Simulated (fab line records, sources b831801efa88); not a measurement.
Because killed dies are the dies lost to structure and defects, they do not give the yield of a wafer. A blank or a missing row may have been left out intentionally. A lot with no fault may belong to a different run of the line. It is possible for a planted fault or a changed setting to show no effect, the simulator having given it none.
Matching of chambers / flow gf180mcu / GF_V4_CMP_04 on cmp-02: 3 sister chambers
The step polishes SiO2. 3 wafers are shown with their chamber, then 5 later ones without.

== WAFERS PAIRED WITH THEIR CHAMBERS ==
wafer=L640.4; chamber=1; motorCurrentA (A)=12.0
wafer=L641.2; chamber=0; motorCurrentA (A)=11.6
wafer=L641.3; chamber=2; motorCurrentA (A)=11.7

== WAFERS WITHOUT THEIR CHAMBER ==
wafer=L641.6; motorCurrentA (A)=11.7
wafer=L655.4; motorCurrentA (A)=12.0
wafer=L655.5; motorCurrentA (A)=11.9
wafer=L656.2; motorCurrentA (A)=12.3
wafer=L656.3; motorCurrentA (A)=11.8

== CHAMBER TAKEN BY EACH ==
wafer=L641.6; from the rows above=can't be placed: 2 or 0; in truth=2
wafer=L655.4; from the rows above=1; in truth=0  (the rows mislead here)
wafer=L655.5; from the rows above=can't be placed: 1 or 2 or 0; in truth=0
wafer=L656.2; from the rows above=1; in truth=1
wafer=L656.3; from the rows above=can't be placed: 2 or 1 or 0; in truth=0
Correct placement for 1 of the 5. Not placeable from these rows: 3 (in 3, the candidates include the true chamber). 1 placed wrongly.
How it was worked out, from the rows above alone: a wafer's distance from a chamber is the root of the sum, over the readings, of the square of ((its reading less the chamber's mean) divided by the reading's scatter). If the next closest chamber is less than 2 further off than the closest, the wafer can't be placed; otherwise it belongs to the closest. For every chamber, the mean is computed from those of its wafers that are shown. The scatter: root of mean squared gap, hidden wafer to nearest shown wafer, with one shown wafer a chamber.
